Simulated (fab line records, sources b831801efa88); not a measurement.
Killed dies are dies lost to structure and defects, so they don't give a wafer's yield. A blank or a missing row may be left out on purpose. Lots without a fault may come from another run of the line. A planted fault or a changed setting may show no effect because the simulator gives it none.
Which tool did it? | flow gf180mcu | 7 lots, 21 wafers sampled, at 2 steps of a route of 602

WHAT THE GAUGES READ, wafer by wafer
GF_HV_LDD_TW_MEAS_11.
lot  | measured     | on            | HV_LDD_TW
L303 | day 10 16:28 | film_metro-04 | 2425 2432 2440
L307 | day 12 03:55 | film_metro-03 | 2381 2382 2379
L309 | day 12 20:35 | film_metro-04 | 2440 2432 2439
L311 | day 13 14:52 | film_metro-03 | 2391 2387 2391
L317 | day 15 09:04 | film_metro-03 | 2401 2388 2411
L319 | day 15 13:35 | film_metro-02 | 2423 2414 2424
L324 | day 17 04:32 | film_metro-02 | 2399 2402 2401

WHICH TOOL RAN EACH LOT (tool, then ch and the chambers of the sampled wafers, then the start)
lot  | GF_POLY_GATE_ETCH_12
L303 | rie_diel-03 ch 1,2, day 9 21:14
L307 | rie_diel-04 ch 1,2,3, day 11 04:21
L309 | rie_diel-02 ch 1,3, day 11 21:52
L311 | rie_diel-04 ch 0,1,2, day 12 15:07
L317 | rie_diel-02 ch 0,2,3, day 14 09:27
L319 | rie_diel-02 ch 0,2,3, day 14 13:52
L324 | rie_diel-04 ch 0,3, day 16 02:54
- GF_POLY_GATE_ETCH_12: etches BARC in N2/H2.

THE ANSWER, worked out from the rows above alone
Rule: what is usual is taken from the lots themselves. Put in order of their means at a reading, lots are off if they are a third of the lots or fewer, leave a main group of 4 or more, and stand apart from it by a gap of 3 or more times the standard deviation of the main group's means; of several such gaps the widest counts. A main group whose means are all the same, to the digits that the tables above print for the reading, isn't used. A lot without any number at a reading at which 4 lots or more have one is off too. The other lots that the step has rows for count as sound.
No lot is off at any reading shown: from this, nothing can be told.

WHAT THE SIMULATOR HAD PUT IN
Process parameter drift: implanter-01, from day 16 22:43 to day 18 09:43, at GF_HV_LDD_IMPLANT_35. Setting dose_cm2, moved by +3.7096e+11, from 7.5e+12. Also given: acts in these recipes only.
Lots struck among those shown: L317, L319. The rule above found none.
